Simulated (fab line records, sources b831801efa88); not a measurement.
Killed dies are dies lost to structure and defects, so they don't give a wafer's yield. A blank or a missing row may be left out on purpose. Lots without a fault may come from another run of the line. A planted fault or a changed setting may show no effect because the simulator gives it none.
fab line records | flow sky130
record lots=5 wafers=15 last_day=50
route steps=708 shown POLY_CUT@312 SD_P@320 RES_XHIGH@332
lots that met no fault: from a run of the same line without faults
start_h: hours from the record's first day to the start of the lot's first wafer shown | wait_h: hours since the lot's step before | " the same as in the row above | L1.1+2: a row that stands for several wafers | - no value, or no start given | * or withheld: withheld | < > ~ a bound
route shown NAME@n: a module of which the file shows steps, and the number in the route of the first | usual: mean/standard deviation of fault-free wafers | same: alike in all rows | chamber/n: place in a boat | sites: the reading at each site | _std_site: their standard deviation | _edge_site: outer sites' mean less inner sites' | radius_mm: how far each site lies from the wafer's centre | mask NAME#n: copy n | behind: the tool/chamber that last shaped the wafer | hold: why the lot was held/for how many hours/how that ended | device: the transistor (n, p or np) that didn't switch | end of line: the same wafers' tests at the end of the route | a step without rows: its recipe alone | killed: dies lost to structure and defects at the first sort, not the wafer's yield | map: a wafer's dies, x killed, . not, _ none there
set.NAME: the setting as run; set.NAME@STEP: as run at that earlier step | model.NAME: the simulator's own value behind a step, which no gauge read
lots at some steps of the route; a table a step, a row a wafer
services: from which hour (start_h, from the record's first day; less than 0 if before it) a tool's chamber was out of use, for how many hours, and why
## steps
# step SKY_POLY_CUT_EXPOSE_05
# recipe mask_id=NPCM na=0.8 source_shape=annular sigma_inner=0.55 sigma_outer=0.85 target_cd_nm=270 dose_mj=32
# step SKY_POLY_CUT_PEB_06
# recipe peb_temp_c=withheld peb_time_s=withheld resist=KrF-thick
# step SKY_POLY_CUT_DEVELOP_07
# recipe develop_time_s=60 resist=KrF-thick dev_temp_c=21
# step SKY_POLY_CUT_CD_MEAS_08
# recipe target_cd_nm=270
# usual cd_nm=270.1/1.6
# columns lot.wafer tool chamber start_h wait_h cd_nm
L868.2 cd_sem-02 - 602.93 - 272.6
L868.3 " - " " 272.3
L868.5 " - " " 273.1
L877.2 cd_sem-02 - 658.64 - 270.5
L877.3 " - " " 271.2
L877.5 " - " " 271.0
L879.2 cd_sem-02 - 687.20 - 271.8
L879.3 " - " " 272.7
L879.6 " - " " 272.4
L888.2 cd_sem-02 - 744.69 - 267.8
L888.3 " - " " 266.2
L888.6 " - " " 266.5
L889.2 cd_sem-01 - 746.15 - 269.7
L889.3 " - " " 269.9
L889.5 " - " " 269.6
# step SKY_POLY_CUT_OVL_MEAS_09
# usual POLY_CUT_OVL=-1/5.6
# columns lot.wafer tool chamber start_h wait_h POLY_CUT_OVL[nm]
L868.2 overlay-02 - 603.03 0.1 2
L868.3 " - " " 4
L868.5 " - " " 0
L877.2 overlay-02 - 658.75 0.1 7
L877.3 " - " " 10
L877.5 " - " " 10
L879.2 overlay-01 - 687.31 0.1 -4
L879.3 " - " " -5
L879.6 " - " " -10
L888.2 overlay-02 - 744.80 0.1 1
L888.3 " - " " 3
L888.6 " - " " -2
L889.2 overlay-01 - 746.26 0.1 0
L889.3 " - " " -1
L889.5 " - " " -3
# step SKY_POLY_CUT_ETCH_10
# recipe chemistry=N2/H2 target=BARC ion_energy_ev=200 source_w=500 bias_w=100 pressure_mtorr=30 n2_flow_sccm=100 h2_flow_sccm=200 stop_on=SiO2 time_s=45.9 target_depth_a=600
# usual drypump_motor_current_A=5.8/0.5 oes_product_au=0.856/0.0046 throttle_valve_pct=13.225/0.0092
# columns lot.wafer tool chamber start_h wait_h drypump_motor_current_A oes_product_au rf_hours_counter_h throttle_valve_pct
L868.2 rie_diel-02 0 603.06 0.0 6.1 0.855 7 13.218
L868.3 " 2 " " 6.2 0.854 16 13.242
L868.5 " 3 " " 6.0 0.847 - 13.204
L877.2 rie_diel-02 2 658.78 0.0 6.2 0.857 18 13.211
L877.3 " 1 " " 5.5 0.856 52 13.226
L877.5 " 3 " " 6.0 0.851 - 13.222
L879.2 rie_diel-04 0 687.34 0.0 5.7 0.848 10 13.206
L879.3 " 3 " " 4.8 0.856 21 13.223
L879.6 " 1 " " 4.9 0.864 - 13.232
L888.2 rie_diel-02 0 744.83 0.0 6.2 0.852 11 13.226
L888.3 " 1 " " 5.5 0.855 0 13.245
L888.6 " 3 " " 6.0 0.853 - 13.236
L889.2 rie_diel-02 1 746.29 0.0 5.5 0.854 0 13.222
L889.3 " 2 " " 6.2 0.854 20 13.207
L889.5 " 2 " " 6.2 0.855 - 13.224
# step SKY_POLY_CUT_ETCH_11
# recipe target=Si3N4 chemistry=CF4/CH2F2/Ar stop_on=poly-Si source_w=600 bias_w=150 pressure_mtorr=40 cf4_flow_sccm=40 ch2f2_flow_sccm=20 Ar_flow_sccm=150 time_s=42.5 target_depth_a=600
# usual drypump_motor_current_A=5.8/0.5 oes_product_au=0.827/0.0066 throttle_valve_pct=14.996/0.0094
# columns lot.wafer tool chamber start_h wait_h drypump_motor_current_A oes_product_au rf_hours_counter_h throttle_valve_pct
L868.2 rie_diel-02 0 603.11 0.0 6.2 0.845 7 14.998
L868.3 " 2 " " 6.2 0.837 16 15.007
L868.5 " 3 " " 6.0 0.833 - 14.986
L877.2 rie_diel-02 2 658.82 0.0 6.2 0.834 18 14.986
L877.3 " 1 " " 5.5 0.829 52 14.994
L877.5 " 3 " " 6.0 0.827 - 15.002
L879.2 rie_diel-04 0 687.38 0.0 5.7 0.824 10 15.018
L879.3 " 3 " " 4.8 0.826 22 14.979
L879.6 " 1 " " 4.9 0.830 - 14.994
L888.2 rie_diel-02 0 744.87 0.0 6.2 0.815 11 14.991
L888.3 " 1 " " 5.5 0.837 0 15.004
L888.6 " 3 " " 6.0 0.836 - 15.007
L889.2 rie_diel-02 1 746.33 0.0 5.5 0.827 0 15.005
L889.3 " 2 " " 6.2 0.833 20 15.010
L889.5 " 2 " " 6.2 0.836 - 14.990
# step SKY_POLY_CUT_STRIP_12
# recipe chemistry=O2/N2 power_w=1400 pressure_mtorr=1500 platen_temp_c=withheld o2_flow_sccm=3000 n2_flow_sccm=300 overash_fraction=0.5
# usual drypump_motor_current_A=5.7/0.48 o2_flow_sccm=2999/9.4 oes_product_au=0.452/0.0046 strip_time_to_endpoint_s=5.361/0.018
# columns lot.wafer tool chamber start_h wait_h drypump_motor_current_A o2_flow_sccm oes_product_au rf_hours_counter_h strip_time_to_endpoint_s
L868.2 plasma_asher-02 0 603.15 0.0 5.1 2989 0.445 50 5.329
L868.3 " 0 " " 5.2 3011 0.458 - 5.330
L868.5 " 0 " " 5.2 2995 0.449 - 5.332
L877.2 plasma_asher-01 0 658.86 0.0 5.3 2999 0.456 80 5.383
L877.3 " 0 " " 5.2 2996 0.458 - 5.388
L877.5 " 0 " " 5.3 2992 0.450 - 5.399
L879.2 plasma_asher-01 1 687.42 0.0 6.4 2978 0.452 82 5.395
L879.3 " 0 " " 5.3 3009 0.455 - 5.337
L879.6 " 0 " " 5.2 3009 0.448 - 5.350
L888.2 plasma_asher-02 1 744.91 0.0 5.2 3004 0.456 64 5.361
L888.3 " 1 " " 5.2 2999 0.451 - 5.362
L888.6 " 0 " " 5.2 3007 0.458 - 5.340
L889.2 plasma_asher-01 1 746.37 0.0 6.4 3000 0.456 88 5.341
L889.3 " 0 " " 5.2 3003 0.446 - 5.341
L889.5 " 1 " " 6.4 2989 0.444 - 5.332
# step SKY_SD_P_DEHYDRATE_00
# recipe temp_c=200 time_s=60
# step SKY_SD_P_HMDS_01
# recipe prime_time_s=60 prime_temp_c=120
# step SKY_SD_P_COAT_02
# recipe resist=NOVOLAK spin_rpm=3000 resist_thk_nm=1140
# step SKY_SD_P_SOFTBAKE_03
# recipe temp_c=90 time_s=60 resist=NOVOLAK
# step SKY_SD_P_EXPOSE_04
# recipe mask_id=PSDM na=0.6 source_shape=conventional sigma_outer=0.6 polarization=unpolarized target_cd_nm=380 dose_mj=138
# columns lot.wafer tool chamber start_h wait_h mask
L868.2+3+5 iline_stepper-02 0 619.49 - PSDM#0
L877.2+3+5 iline_stepper-01 0 674.24 - PSDM#0
L879.2+3+6 iline_stepper-01 0 702.16 - NSDM#0
L888.2+3+6 iline_stepper-01 0 758.65 - PSDM#0
L889.2+3+5 iline_stepper-02 0 760.34 - PSDM#0
# step SKY_SD_P_PEB_05
# recipe temp_c=withheld time_s=* resist=NOVOLAK
# step SKY_SD_P_DEVELOP_06
# recipe resist=NOVOLAK developer=TMAH develop_time_s=60 dev_temp_c=23
# step SKY_SD_P_CD_MEAS_07
# recipe target_cd_nm=380
# usual cd_nm=378.8/2.1
# columns lot.wafer tool chamber start_h wait_h cd_nm
L868.2 cd_sem-01 - 632.95 0.1 381.2
L868.3 " - " " 382.5
L868.5 " - " " 380.1
L877.2 cd_sem-01 - 687.50 0.1 381.7
L877.3 " - " " 379.4
L877.5 " - " " 380.4
L879.2 cd_sem-01 - 716.35 0.1 -
L879.3 " - " " -
L879.6 " - " " -
L888.2 cd_sem-01 - 772.40 0.1 378.0
L888.3 " - " " 380.5
L888.6 " - " " 377.9
L889.2 cd_sem-01 - 773.95 0.1 375.3
L889.3 " - " " 377.0
L889.5 " - " " 376.9
# step SKY_SD_P_OVL_MEAS_08
# usual SD_P_OVL=1.3/1.4
# columns lot.wafer tool chamber start_h wait_h SD_P_OVL[nm]
L868.2 overlay-01 - 633.06 0.1 1.6
L868.3 " - " " 2.5
L868.5 " - " " 1.7
L877.2 overlay-02 - 687.61 0.1 -1.6
L877.3 " - " " 0.0
L877.5 " - " " 2.0
L879.2 overlay-01 - 716.46 0.1 -
L879.3 " - " " -
L879.6 " - " " -
L888.2 overlay-02 - 772.51 0.1 3.8
L888.3 " - " " 2.4
L888.6 " - " " 2.2
L889.2 overlay-01 - 774.06 0.1 1.5
L889.3 " - " " 0.0
L889.5 " - " " 2.5
# step SKY_SD_P_IMPLANT_09
# recipe species=BF2 energy_kev=20 dose_cm2=3e+15 tilt_deg=0
# step SKY_SD_P_STRIP_10
# recipe chemistry=O2/N2 power_w=1400 pressure_mtorr=1500 platen_temp_c=withheld o2_flow_sccm=3000 n2_flow_sccm=300 overash_fraction=0.5
# usual drypump_motor_current_A=5.5/0.5 o2_flow_sccm=3000/8.8 oes_product_au=0.618/0.0042 strip_time_to_endpoint_s=17.50/0.047
# columns lot.wafer tool chamber start_h wait_h drypump_motor_current_A o2_flow_sccm oes_product_au rf_hours_counter_h strip_time_to_endpoint_s
L868.2 plasma_asher-02 0 633.24 0.1 5.2 2994 0.620 53 17.51
L868.3 " 0 " " 5.2 2990 0.619 - 17.56
L868.5 " 1 " " 5.2 3021 0.622 - 17.59
L877.2 plasma_asher-02 0 687.79 0.1 5.1 2997 0.618 58 17.44
L877.3 " 1 " " 5.2 2986 0.619 - 17.48
L877.5 " 0 " " 5.2 3006 0.618 - 17.53
L879.2 plasma_asher-02 0 716.64 0.1 5.2 3006 0.614 61 17.45
L879.3 " 0 " " 5.2 3006 0.612 - 17.40
L879.6 " 1 " " 5.2 3001 0.617 - 17.44
L888.2 plasma_asher-04 1 772.69 0.1 6.0 3004 0.615 35 17.43
L888.3 " 1 " " 6.0 3003 0.618 - 17.48
L888.6 " 1 " " 6.0 2992 0.611 - 17.45
L889.2 plasma_asher-04 0 774.24 0.1 6.3 3002 0.625 36 17.52
L889.3 " 0 " " 6.4 3005 0.621 - 17.50
L889.5 " 1 " " 6.1 3010 0.621 - 17.55
# step SKY_SD_P_TW_MEAS_11
# usual SD_P_TW=2806/38
# columns lot.wafer tool chamber start_h wait_h SD_P_TW
L868.2 film_metro-01 - 633.35 0.1 2752
L868.3 " - " " 2757
L868.5 " - " " 2744
L877.2 film_metro-02 - 687.90 0.1 2795
L877.3 " - " " 2813
L877.5 " - " " 2798
L879.2 film_metro-04 - 716.75 0.1 30
L879.3 " - " " 30
L879.6 " - " " 30
L888.2 film_metro-02 - 772.80 0.1 2822
L888.3 " - " " 2828
L888.6 " - " " 2828
L889.2 film_metro-04 - 774.35 0.1 2871
L889.3 " - " " 2854
L889.5 " - " " 2868
# step SKY_RES_XHIGH_DEHYDRATE_00
# recipe temp_c=200 time_s=60
## services
# columns tool chamber start_h hours kind
plasma_asher-01 - 587.25 15.6 pm
rie_diel-04 1 597.58 9.6 repair
iline_stepper-01 - 603.98 4.9 repair
plasma_asher-01 - 606.45 4.1 repair
rie_diel-04 2 614.17 3.0 repair
iline_stepper-01 0 618.66 - calibration
rie_diel-04 3 665.18 6.1 repair
rie_diel-04 - 692.05 0.8 repair
rie_diel-02 1 692.54 13.6 repair
rie_diel-02 3 697.93 4.0 repair
plasma_asher-04 - 699.76 4.5 repair
rie_diel-02 0 709.53 2.7 repair
iline_stepper-01 - 713.60 1.7 pm
rie_diel-04 3 716.71 4.6 repair
rie_diel-02 1 721.29 - clean
rie_diel-02 1 721.29 17.5 scheduled_down
rie_diel-02 1 721.29 17.5 vent_cycle
rie_diel-04 - 761.18 1.9 repair
plasma_asher-04 - 763.39 1.6 repair
rie_diel-04 0 764.69 8.2 repair
iline_stepper-01 - 765.22 2.9 repair
iline_stepper-02 0 772.35 - calibration
rie_diel-04 1 772.64 8.8 repair
plasma_asher-01 - 774.00 2.9 repair
## key
first_sign step=SKY_SD_P_EXPOSE_04 reading=mask direction=changed
effect step=SKY_SD_P_CD_MEAS_07 reading=cd_nm direction=missing
effect step=SKY_SD_P_OVL_MEAS_08 reading=SD_P_OVL direction=missing
effect step=SKY_SD_P_TW_MEAS_11 reading=SD_P_TW direction=down sigmas=72 usual=2806 struck=30
met_at SKY_SD_P_EXPOSE_04
struck_wafers L879.2,L879.3,L879.6
sort_left_out L879.2,L879.3,L879.6
tester_left_out L879
onset_between 674.24 702.16
fault kind=wrong_mask tool=any chamber=- onset_h=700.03 steps=SKY_SD_P_EXPOSE_04 aux_copy=NSDM#0 scope=struck_lots_only
# tester_left_out: of these lots the tester's yield and bins aren't shown, on N5 and GAA mostly nor the transistor test; their killed dies are dies lost to structure and defects alone, not to doping, threshold or leakage, so they don't give the yield
# sort_left_out: the simulated sort isn't trusted on such a fault, so these wafers' sort isn't shown, and their yield isn't known
